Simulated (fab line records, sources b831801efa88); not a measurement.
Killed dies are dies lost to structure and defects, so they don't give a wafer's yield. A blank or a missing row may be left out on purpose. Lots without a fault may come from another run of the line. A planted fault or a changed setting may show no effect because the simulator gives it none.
Chamber matching | flow sky130 | SKY_POLY_GATE_ETCH_17 on rie_si-02: 4 sister chambers
The step etches poly-Si in HBr/Cl2, stops on SiO2, target depth 180 nm, time 70.5 s. 16 wafers are shown with their chamber, then 7 later ones without.

WAFERS WITH THEIR CHAMBER
wafer  | chamber | rf_fwd_power_W (W) | oes_product_au (a.u.) | throttle_valve_pct (%)
L922.1 | 2       | 395.9              | 0.978                 | 33.679
L922.3 | 0       | 397.5              | 0.981                 | 33.682
L922.4 | 3       | 398.6              | 0.980                 | 33.695
L926.1 | 2       | 397.5              | 1.003                 | 33.686
L926.3 | 1       | 396.3              | 0.998                 | 33.681
L933.1 | 2       | 397.3              | 1.000                 | 33.696
L933.3 | 0       | 398.3              | 0.979                 | 33.682
L933.6 | 0       | 397.8              | 0.978                 | 33.684
L935.1 | 1       | 395.6              | 0.991                 | 33.683
L935.3 | 0       | 399.4              | 0.987                 | 33.669
L935.5 | 1       | 394.6              | 0.985                 | 33.679
L936.3 | 2       | 398.4              | 0.995                 | 33.688
L936.5 | 2       | 398.4              | 0.990                 | 33.692
L936.6 | 3       | 401.1              | 0.975                 | 33.685
L939.1 | 1       | 396.0              | 0.992                 | 33.686
L939.5 | 1       | 394.7              | 0.982                 | 33.700

SIGNATURES (means of the wafers above)
reading            | chamber 0 | chamber 1 | chamber 2 | chamber 3 | scatter within a chamber
rf_fwd_power_W     | 398.250   | 395.440   | 397.500   | 399.850   | 0.99
oes_product_au     | 0.98125   | 0.98960   | 0.99320   | 0.97750   | 0.0071
throttle_valve_pct | 33.67925  | 33.68580  | 33.68820  | 33.69000  | 0.00728
Rule: a wafer's distance from a chamber is the root of the sum, over the readings, of the square of ((its reading less the chamber's mean) divided by the reading's scatter). The wafer belongs to the nearest chamber; if the next one is less than 2 further off, it can't be placed. The scatter: the root of (the sum of the squares of (reading less its chamber's mean) over the shown wafers, divided by (wafers less chambers)).

WAFERS WITHOUT THEIR CHAMBER
wafer  | rf_fwd_power_W (W) | oes_product_au (a.u.) | throttle_valve_pct (%)
L939.6 | 397.5              | 0.993                 | 33.680
L941.3 | 400.3              | 0.985                 | 33.669
L941.5 | 396.9              | 0.993                 | 33.694
L941.6 | 398.3              | 0.991                 | 33.686
L943.1 | 394.8              | 0.995                 | 33.681
L943.3 | 397.4              | 0.995                 | 33.703
L943.4 | 397.9              | 1.007                 | 33.671

WHICH CHAMBER EACH WENT THROUGH
wafer  | from the rows above               | in truth
L939.6 | can't be placed: 2 or 0 or 1      | 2
L941.3 | can't be placed: 0 or 3 or 2      | 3
L941.5 | can't be placed: 2 or 1 or 0      | 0
L941.6 | can't be placed: 2 or 0 or 3 or 1 | 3
L943.1 | can't be placed: 1 or 2           | 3
L943.3 | can't be placed: 2 or 1 or 0 or 3 | 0
L943.4 | can't be placed: 2 or 0 or 1      | 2
Placed correctly: 0 of 7. Can't be placed from these rows: 7 (the true chamber is among the candidates in 6). Placed wrongly: 0.
